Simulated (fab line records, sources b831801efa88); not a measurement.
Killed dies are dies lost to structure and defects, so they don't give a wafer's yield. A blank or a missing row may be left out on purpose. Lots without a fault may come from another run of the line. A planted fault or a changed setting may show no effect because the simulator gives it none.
fab line records | flow sky130
record lots=11 wafers=33 last_day=50
route steps=708 shown METAL4@633 VIA4@645 METAL5@663 PAD_OPEN@708
lots that met no fault: from a run of the same line without faults
start_h: hours from the record's first day to the start of the lot's first wafer shown | wait_h: hours since the lot's step before | " the same as in the row above | L1.1+2: a row that stands for several wafers | - no value, or no start given | * or withheld: withheld | < > ~ a bound
route shown NAME@n: a module of which the file shows steps, and the number in the route of the first | usual: mean/standard deviation of fault-free wafers | same: alike in all rows | chamber/n: place in a boat | sites: the reading at each site | _std_site: their standard deviation | _edge_site: outer sites' mean less inner sites' | radius_mm: how far each site lies from the wafer's centre | mask NAME#n: copy n | behind: the tool/chamber that last shaped the wafer | hold: why the lot was held/for how many hours/how that ended | device: the transistor (n, p or np) that didn't switch | end of line: the same wafers' tests at the end of the route | a step without rows: its recipe alone | killed: dies lost to structure and defects at the first sort, not the wafer's yield | map: a wafer's dies, x killed, . not, _ none there
set.NAME: the setting as run; set.NAME@STEP: as run at that earlier step | model.NAME: the simulator's own value behind a step, which no gauge read
steps of the route over a sample of lots; a table a step, a row a wafer
services: from which hour (start_h, from the record's first day; less than 0 if before it) a tool's chamber was out of use, for how many hours, and why
## steps
# step SKY_METAL4_ETCH_17
# recipe target=SiO2 stop_on=TiN chemistry=C4F8/O2/Ar source_w=1500 bias_w=1200 pressure_mtorr=40 c4f8_flow_sccm=withheld O2_flow_sccm=6 Ar_flow_sccm=300 time_s=3.9 target_depth_a=150
# usual chamber_pressure_mTorr=40.00/0.036 oes_product_au=0.755/0.0074
# columns lot.wafer tool chamber start_h wait_h chamber_pressure_mTorr oes_product_au rf_hours_counter_h
L655.1 rie_diel-01 2 971.62 0.1 39.95 0.754 7
L655.4 " 1 " " 39.98 0.751 1
L655.5 " 1 " " 40.05 0.750 -
L656.1 rie_diel-02 3 977.12 0.1 39.98 0.754 9
L656.5 " 3 " " 39.95 0.754 -
L656.6 " 2 " " 40.01 0.762 -
L660.1 rie_diel-01 2 1014.41 0.1 39.96 0.755 8
L660.2 " 1 " " 39.99 0.746 2
L660.5 " 3 " " 39.97 0.766 -
L663.2 rie_diel-02 2 1037.36 0.1 40.10 0.750 12
L663.3 " 3 " " 39.99 0.749 11
L663.6 " 3 " " 40.01 0.748 -
L661.3 rie_diel-02 3 1038.17 0.0 39.99 0.757 11
L661.4 " 2 " " 40.02 0.763 12
L661.5 " 2 " " 40.01 0.767 -
L670.2 rie_diel-03 1 1081.65 0.1 39.99 0.753 13
L670.3 " 3 " " 40.03 0.746 20
L670.5 " 1 " " 39.99 0.762 -
L672.3 rie_diel-02 2 1089.71 0.0 39.94 0.743 13
L672.5 " 0 " " 40.01 0.765 -
L672.6 " 3 " " 39.97 0.759 -
L673.2 rie_diel-03 3 1099.02 0.1 39.97 0.752 20
L673.4 " 0 " " 39.98 0.740 24
L673.5 " 0 " " 40.00 0.760 -
L674.2 rie_diel-02 0 1103.95 0.1 39.92 0.748 12
L674.4 " 1 " " 40.03 0.761 13
L674.6 " 0 " " 39.97 0.757 -
L676.1 rie_diel-03 3 1116.81 0.1 39.94 0.761 21
L676.3 " 2 " " 39.95 0.755 13
L676.6 " 1 " " 40.03 0.763 -
L678.1 rie_diel-01 3 1118.40 0.1 40.00 0.760 19
L678.3 " 0 " " 39.96 0.749 21
L678.6 " 2 " " 39.99 0.765 -
# step SKY_VIA4_COAT_06
# recipe resist=NOVOLAK spin_rpm=3000 resist_thk_nm=1140
# usual spin_speed_rpm=3000.0/2
# columns lot.wafer tool chamber start_h wait_h spin_speed_rpm
L655.1 litho_track-04 0 984.79 0.1 3000.3
L655.4 " 0 " " 3000.6
L655.5 " 0 " " 2998.7
L656.1 litho_track-04 0 990.44 0.1 3000.7
L656.5 " 0 " " 2997.9
L656.6 " 0 " " 2995.5
L660.1 litho_track-04 0 1026.84 0.1 3001.5
L660.2 " 0 " " 3002.6
L660.5 " 0 " " 3002.6
L663.2 litho_track-01 0 1049.78 0.1 2996.6
L663.3 " 0 " " 3000.2
L663.6 " 0 " " 2996.2
L661.3 litho_track-03 0 1050.13 0.1 2999.8
L661.4 " 0 " " 3002.6
L661.5 " 0 " " 2999.9
L670.2 litho_track-04 0 1092.47 0.1 2554.0
L670.3 " 0 " " 2548.6
L670.5 " 0 " " 2551.2
L672.3 litho_track-04 0 1100.54 0.1 2553.4
L672.5 " 0 " " 2547.4
L672.6 " 0 " " 2550.6
L673.2 litho_track-03 0 1109.91 0.1 2999.4
L673.4 " 0 " " 2998.9
L673.5 " 0 " " 3000.2
L674.2 litho_track-03 0 1114.96 0.1 2998.4
L674.4 " 0 " " 3000.8
L674.6 " 0 " " 3002.6
L676.1 litho_track-03 0 1127.83 0.1 3000.3
L676.3 " 0 " " 3000.8
L676.6 " 0 " " 2998.7
L678.1 litho_track-03 0 1129.78 0.1 3000.5
L678.3 " 0 " " 2998.3
L678.6 " 0 " " 2999.7
# step SKY_VIA4_STRIP_13
# recipe chemistry=O2/N2 power_w=1400 pressure_mtorr=1500 platen_temp_c=withheld o2_flow_sccm=3000 n2_flow_sccm=300 overash_fraction=0.5
# usual chamber_pressure_mTorr=1500.1/1.4 drypump_motor_current_A=5.7/0.37 o2_flow_sccm=3000/9.7 oes_product_au=0.709/0.0043 strip_time_to_endpoint_s=12.81/0.033
# columns lot.wafer tool chamber start_h wait_h chamber_pressure_mTorr drypump_motor_current_A o2_flow_sccm oes_product_au rf_hours_counter_h strip_time_to_endpoint_s
L655.1 plasma_asher-04 0 996.39 - 1498.2 5.8 3006 0.710 86 12.84
L655.4 " 1 " " 1502.3 6.2 3005 0.710 - 12.78
L655.5 " 0 " " 1499.5 5.8 3007 0.706 - 12.80
L656.1 plasma_asher-04 0 1001.87 - 1500.1 5.8 2992 0.706 86 12.78
L656.5 " 1 " " 1500.9 6.2 2999 0.715 - 12.72
L656.6 " 0 " " 1500.0 5.8 2998 0.703 - 12.82
L660.1 plasma_asher-02 0 1037.90 - 1500.1 5.8 3001 0.704 61 12.82
L660.2 " 1 " " 1502.7 5.1 3000 0.714 61 12.81
L660.5 " 0 " " 1501.9 5.9 2983 0.708 - 12.83
L663.2 plasma_asher-02 1 1061.00 - 1501.5 5.1 3000 0.708 63 12.81
L663.3 " 0 " " 1500.6 5.9 2993 0.718 - 12.78
L663.6 " 1 " " 1499.9 5.1 2997 0.713 - 12.82
L661.3 plasma_asher-03 0 1061.50 - 1499.3 5.7 2994 0.710 - 12.78
L661.4 " 1 " " 1499.8 5.5 3011 0.703 - 12.82
L661.5 " 0 " " 1501.0 5.7 2983 0.712 - 12.82
L670.2 plasma_asher-03 1 1102.29 - 1500.8 5.5 2982 0.707 36 13.88
L670.3 " 1 " " 1499.6 5.5 3004 0.706 - 13.89
L670.5 " 0 " " 1497.7 5.8 3012 0.711 - 13.87
L672.3 plasma_asher-04 0 1110.62 - 1500.0 5.8 3006 0.704 - 13.93
L672.5 " 1 " " 1498.6 6.3 2999 0.715 - 13.98
L672.6 " 0 " " 1496.9 5.8 3000 0.707 - 13.95
L673.2 plasma_asher-04 1 1119.90 - 1498.3 6.2 2990 0.704 98 12.84
L673.4 " 1 " " 1503.1 6.2 3007 0.704 - 12.91
L673.5 " 1 " " 1500.7 6.2 2998 0.713 - 12.87
L674.2 plasma_asher-02 1 1125.12 - 1501.6 5.1 2997 0.722 70 12.78
L674.4 " 1 " " 1500.1 5.1 2988 0.710 - 12.83
L674.6 " 1 " " 1500.3 5.1 2995 0.703 - 12.80
L676.1 plasma_asher-03 1 1137.84 - 1501.0 5.5 2981 0.719 39 12.90
L676.3 " 1 " " 1501.0 5.5 2994 0.711 - 12.92
L676.6 " 1 " " 1498.5 5.5 2998 0.719 - 12.85
L678.1 plasma_asher-04 1 1139.25 - 1502.1 6.2 3005 0.711 100 12.79
L678.3 " 1 " " 1500.2 6.2 3012 0.707 - 12.77
L678.6 " 0 " " 1500.9 5.8 2985 0.716 - 12.77
# step SKY_METAL5_SPUTTER_02
# recipe material=AlCu target_thk_nm=1150 power_w=10600 time_s=61.2 chamber_pressure_pa=0.4
# usual throttle_valve_pct=29.8/1
# columns lot.wafer tool chamber start_h wait_h throttle_valve_pct
L655.1 pvd_sputter-02 - 997.73 0.0 27.8
L655.4 " - " " 29.5
L655.5 " - " " 30.1
L656.1 pvd_sputter-04 - 1003.26 0.0 30.2
L656.5 " - " " 29.2
L656.6 " - " " 30.9
L660.1 pvd_sputter-03 - 1039.24 0.0 31.2
L660.2 " - " " 28.4
L660.5 " - " " 29.2
L663.2 pvd_sputter-04 - 1062.36 0.0 30.3
L663.3 " - " " 30.0
L663.6 " - " " 29.9
L661.3 pvd_sputter-02 - 1062.83 0.0 27.8
L661.4 " - " " 30.3
L661.5 " - " " 29.6
L670.2 pvd_sputter-04 - 1103.62 0.0 30.8
L670.3 " - " " 29.8
L670.5 " - " " 29.0
L672.3 pvd_sputter-03 - 1112.10 0.0 31.4
L672.5 " - " " 28.2
L672.6 " - " " 31.5
L673.2 pvd_sputter-04 - 1121.25 0.0 30.1
L673.4 " - " " 29.3
L673.5 " - " " 30.9
L674.2 pvd_sputter-02 - 1126.45 0.0 29.9
L674.4 " - " " 29.6
L674.6 " - " " 30.2
L676.1 pvd_sputter-03 - 1139.20 0.0 28.7
L676.3 " - " " 31.4
L676.6 " - " " 31.2
L678.1 pvd_sputter-03 - 1140.61 0.0 28.6
L678.3 " - " " 31.0
L678.6 " - " " 31.4
# step SKY_METAL5_RS_MEAS_05
# recipe thk_meas_gauge=four-point-probe reads=TiN_of_METAL5_SPUTTER_04+Ti_of_METAL5_SPUTTER_03+AlCu_of_METAL5_SPUTTER_02+TiN_of_METAL5_SPUTTER_01+Ti_of_METAL5_SPUTTER_00
# usual METAL5_ALCU_RS=0.0271/0.00032
# columns lot.wafer tool chamber start_h wait_h METAL5_ALCU_RS[ohm/sq]
L655.1 film_metro-02 - 997.85 0.0 0.0273
L655.4 " - " " 0.0275
L655.5 " - " " 0.0274
L656.1 film_metro-03 - 1003.37 0.0 0.0272
L656.5 " - " " 0.0272
L656.6 " - " " 0.0273
L660.1 film_metro-02 - 1039.36 0.0 0.0275
L660.2 " - " " 0.0274
L660.5 " - " " 0.0274
L663.2 film_metro-02 - 1062.50 0.0 0.0273
L663.3 " - " " 0.0272
L663.6 " - " " 0.0271
L661.3 film_metro-01 - 1062.99 0.1 0.0277
L661.4 " - " " 0.0277
L661.5 " - " " 0.0277
L670.2 film_metro-02 - 1103.76 0.0 0.0269
L670.3 " - " " 0.0267
L670.5 " - " " 0.0270
L672.3 film_metro-03 - 1112.26 0.1 0.0273
L672.5 " - " " 0.0272
L672.6 " - " " 0.0274
L673.2 film_metro-01 - 1121.38 0.0 0.0265
L673.4 " - " " 0.0269
L673.5 " - " " 0.0270
L674.2 film_metro-03 - 1126.59 0.0 0.0271
L674.4 " - " " 0.0271
L674.6 " - " " 0.0271
L676.1 film_metro-03 - 1139.32 0.0 0.0273
L676.3 " - " " 0.0277
L676.6 " - " " 0.0274
L678.1 film_metro-03 - 1140.73 0.0 0.0267
L678.3 " - " " 0.0269
L678.6 " - " " 0.0268
# step SKY_PAD_OPEN_PROBE_99
# usual defect_limited_yield=82.0/1.9 killed_at_M0_to_M3=45/6.9 killed_at_M4_up=3.0/1.7 killed_at_contacts=25/5.6 killed_at_front_end=15/4.2 killed_at_other=0.3/0.55 killed_dies=89/9.6 killed_open=49/7.2 killed_short=39/6.5 sort_bin_3_pad_short=0.9/0.44 sort_bin_5_function=10.7/1.4 sort_bin_6_memory=6.4/1.3 sort_n_pass=403/9.6 sort_yield_pct=82.0/1.9
# same gross_dies=492 killed_at_back_side=0 sort_bin_4_leakage[%]=0 sort_bin_8_speed[%]=0
# columns lot.wafer tool chamber start_h wait_h defect_limited_yield[%] killed_at_M0_to_M3 killed_at_M4_up killed_at_contacts killed_at_front_end killed_at_other killed_dies killed_open killed_short sort_bin_3_pad_short[%] sort_bin_5_function[%] sort_bin_6_memory[%] sort_n_pass sort_yield_pct[%]
L663.2 prober-02 - 1127.14 0.1 83.1 42 7 27 7 0 83 48 35 0.8 10.4 5.7 409 83.1
L663.3 prober-02 - 1127.19 0.2 81.5 34 3 30 23 1 91 53 37 0.4 11.8 6.3 401 81.5
L663.6 prober-02 - 1127.34 0.2 80.3 47 2 33 15 0 97 49 48 0.4 12.2 7.1 395 80.3
L670.2 prober-02 - 1164.21 0.1 82.1 49 3 25 11 0 88 49 39 1.0 11.2 5.7 404 82.1
L670.3 prober-02 - 1164.26 0.2 80.3 49 3 20 24 1 97 53 44 0.2 13.2 6.3 395 80.3
L670.5 prober-02 - 1164.36 0.2 84.1 42 0 17 19 0 78 36 42 1.0 9.6 5.3 414 84.1
L672.3 prober-02 - 1171.20 0.2 82.3 41 6 25 14 1 87 46 41 1.0 10.4 6.3 405 82.3
L672.5 prober-02 - 1171.30 0.2 81.7 40 1 33 16 0 90 51 39 1.4 12.0 4.9 402 81.7
L672.6 prober-02 - 1171.35 0.2 81.3 54 4 18 16 0 92 56 36 0.4 11.8 6.5 400 81.3
L674.2 prober-02 - 1183.07 0.1 83.5 38 3 24 16 0 81 42 38 1.0 10.0 5.5 411 83.5
L674.4 prober-02 - 1183.17 0.2 81.3 48 4 29 11 0 92 53 39 0.6 12.2 5.9 400 81.3
L674.6 prober-02 - 1183.27 0.2 80.3 46 3 29 19 0 97 47 47 1.2 11.8 6.7 395 80.3
# killed by level:class
L663.2 VIA1:geometric_particle:open=14 CONTACT:geometric_particle:open=9 LI_CONTACT:geometric_particle:open=6 CONTACT:geometric_particle:short=6 VIA2:geometric_particle:short=5 METAL2:geometric_particle:short=5 METAL1:geometric_particle:short=5 LOCAL_INTERCONNECT:geometric_particle:short=4
L663.3 CONTACT:geometric_particle:open=15 VIA2:geometric_particle:open=8 VIA1:geometric_particle:open=6 CONTACT:geometric_particle:short=5 POLY_GATE:geometric_particle:short=5 POLY_GATE:geometric_particle:open=5 SPACER:geometric_particle:open=5 VIA3:geometric_particle:open=5
L663.6 CONTACT:geometric_particle:open=13 VIA1:geometric_particle:open=11 CONTACT:geometric_particle:short=9 VIA3:geometric_particle:open=8 METAL1:geometric_particle:short=7 VIA1:geometric_particle:short=5 VIA2:geometric_particle:open=5 LI_CONTACT:geometric_particle:open=4
L670.2 VIA1:geometric_particle:open=15 METAL2:geometric_particle:short=10 LI_CONTACT:geometric_particle:open=9 CONTACT:geometric_particle:open=7 VIA2:geometric_particle:open=7 VIA1:geometric_particle:short=5 CONTACT:geometric_particle:short=4 METAL1:geometric_particle:short=4
L670.3 VIA1:geometric_particle:open=13 FIELD_ISO:geometric_particle:short=11 VIA3:geometric_particle:open=8 CONTACT:geometric_particle:open=7 VIA2:geometric_particle:open=7 VIA2:geometric_particle:short=5 LOCAL_INTERCONNECT:geometric_particle:short=5 FIELD_ISO:geometric_particle:open=4
L670.5 VIA1:geometric_particle:open=9 VIA1:geometric_particle:short=9 CONTACT:geometric_particle:open=8 FIELD_ISO:geometric_particle:short=4 SONOS_ONO:geometric_particle:short=4 VIA3:geometric_particle:open=4 METAL2:geometric_particle:short=4 VIA3:geometric_particle:short=4
L672.3 VIA2:geometric_particle:open=8 LI_CONTACT:geometric_particle:open=7 VIA1:geometric_particle:open=7 LI_CONTACT:geometric_particle:short=6 METAL1:geometric_particle:short=6 CONTACT:geometric_particle:open=5 VIA2:geometric_particle:short=4 VIA3:geometric_particle:open=4
L672.5 CONTACT:geometric_particle:open=12 VIA1:geometric_particle:open=10 VIA3:geometric_particle:open=10 LI_CONTACT:geometric_particle:open=8 METAL2:geometric_particle:short=8 FIELD_ISO:geometric_particle:open=5 LOCAL_INTERCONNECT:geometric_particle:short=5 VIA3:geometric_particle:short=5
L672.6 VIA1:geometric_particle:open=12 VIA2:geometric_particle:open=11 METAL1:geometric_particle:short=7 CONTACT:geometric_particle:open=6 VIA1:geometric_particle:short=6 LI_CONTACT:geometric_particle:open=5 VIA3:geometric_particle:open=5 POLY_GATE:geometric_particle:open=5
L674.2 VIA1:geometric_particle:open=14 METAL1:geometric_particle:short=9 CONTACT:geometric_particle:short=7 FIELD_ISO:geometric_particle:open=6 METAL3:geometric_particle:short=6 LI_CONTACT:geometric_particle:open=6 CONTACT:geometric_particle:open=4 POLY_GATE:geometric_particle:short=3
L674.4 VIA1:geometric_particle:open=12 CONTACT:geometric_particle:open=11 VIA2:geometric_particle:open=9 LI_CONTACT:geometric_particle:open=8 VIA3:geometric_particle:open=6 CONTACT:geometric_particle:short=6 METAL2:geometric_particle:short=5 VIA2:geometric_particle:short=5
L674.6 CONTACT:geometric_particle:open=11 VIA2:geometric_particle:open=9 VIA1:geometric_particle:open=8 VIA1:geometric_particle:short=6 LI_CONTACT:geometric_particle:open=6 CONTACT:geometric_particle:short=6 FIELD_ISO:geometric_particle:short=5 METAL2:geometric_particle:short=5
## services
# columns tool chamber start_h hours kind
pvd_sputter-02 - 965.01 2.7 repair
plasma_asher-03 - 990.13 15.6 pm
pvd_sputter-04 - 1010.48 1.7 repair
pvd_sputter-04 1 1017.32 - consumable_replace:kit
pvd_sputter-04 1 1017.32 18.0 scheduled_down
pvd_sputter-04 1 1017.32 18.0 vent_cycle
pvd_sputter-02 - 1042.02 13.8 repair
litho_track-03 - 1052.61 - consumable_replace:filter
pvd_sputter-02 2 1062.95 - consumable_replace:kit
rie_diel-03 - 1067.09 2.8 pm
pvd_sputter-02 - 1067.48 12.5 repair
pvd_sputter-03 1 1077.45 - consumable_replace:kit
pvd_sputter-03 1 1077.45 18.0 scheduled_down
pvd_sputter-03 1 1077.45 18.0 vent_cycle
plasma_asher-02 - 1089.96 0.7 repair
rie_diel-01 1 1098.55 10.0 repair
rie_diel-01 3 1104.22 6.2 repair
plasma_asher-04 - 1131.39 2.8 pm
rie_diel-01 2 1131.43 4.6 repair
pvd_sputter-04 0 1133.40 - consumable_replace:kit
pvd_sputter-04 0 1133.40 18.0 scheduled_down
pvd_sputter-04 0 1133.40 18.0 vent_cycle
rie_diel-02 0 1134.09 3.9 repair
rie_diel-01 1 1137.37 48.0 repair
## key
first_sign step=SKY_VIA4_COAT_06 reading=spin_speed_rpm direction=down sigmas=99+ usual=3000.0 struck=2550.9
effect step=SKY_VIA4_STRIP_13 reading=strip_time_to_endpoint_s direction=up sigmas=34 usual=* struck=*
met_at SKY_VIA4_COAT_06
struck_lots L670,L672
not_acting_at SKY_METAL4_ETCH_17,SKY_METAL5_SPUTTER_02,SKY_METAL5_RS_MEAS_05
onset_between 1026.84 1092.47
fault kind=process_parameter_drift tool=litho_track-04 chamber=- onset_h=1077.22 steps=SKY_VIA4_COAT_06 channel=spin_rpm offset=-449.94 shape=step end_h=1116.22 acts_in=these_recipes_only stated=3000
